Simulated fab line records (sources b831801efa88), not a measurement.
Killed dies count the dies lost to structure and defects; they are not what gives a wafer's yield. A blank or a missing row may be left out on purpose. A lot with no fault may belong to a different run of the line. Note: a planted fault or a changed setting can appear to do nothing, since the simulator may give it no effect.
Matching of chambers    flow gf180mcu    pecvd-02 running GF_MIM_CVD_05: 3 sister chambers
The step deposits Si3N4, target thk 42 nm, time 29.086 s. 3 wafers are shown with their chamber, then 12 later ones without.

== WAFERS, EACH WITH ITS CHAMBER ==
wafer   chamber  heater-power-w (W)
L089.1  0        730
L089.2  1        640
L089.5  2        549

== WAFERS WITHOUT THEIR CHAMBER ==
wafer   heater-power-w (W)
L090.3  688
L090.5  527
L090.6  721
L091.1  713
L091.2  536
L091.3  727
L092.1  578
L092.3  586
L092.5  630
L096.1  581
L096.3  639
L096.5  627

== WHICH CHAMBER EACH WENT THROUGH ==
wafer    from the rows above       in truth
L090.3   can't be placed: 0 or 1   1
L090.5   2                         2
L090.6   0                         0
L091.1   0                         0
L091.2   2                         2
L091.3   0                         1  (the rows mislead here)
L092.1   can't be placed: 2 or 1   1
L092.3   can't be placed: 2 or 1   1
L092.5   1                         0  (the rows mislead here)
L096.1   can't be placed: 2 or 1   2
L096.3   1                         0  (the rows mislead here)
L096.5   1                         1
Placed correctly: 5 of 12. These rows do not allow placing 4 (true chamber among the candidates in 4). 3 placed wrongly.
How it was worked out, from the rows above alone: a wafer's distance from a chamber is the root of the sum, over the readings, of the square of ((its reading less the chamber's mean) divided by the reading's scatter). If the next closest chamber is less than 2 further off than the closest, the wafer can't be placed; otherwise it belongs to the closest. For every chamber, the mean is computed from those of its wafers that are shown. The scatter (one wafer shown for each chamber): square how far every hidden wafer sits from the nearest shown wafer, average those squares and take the square root.
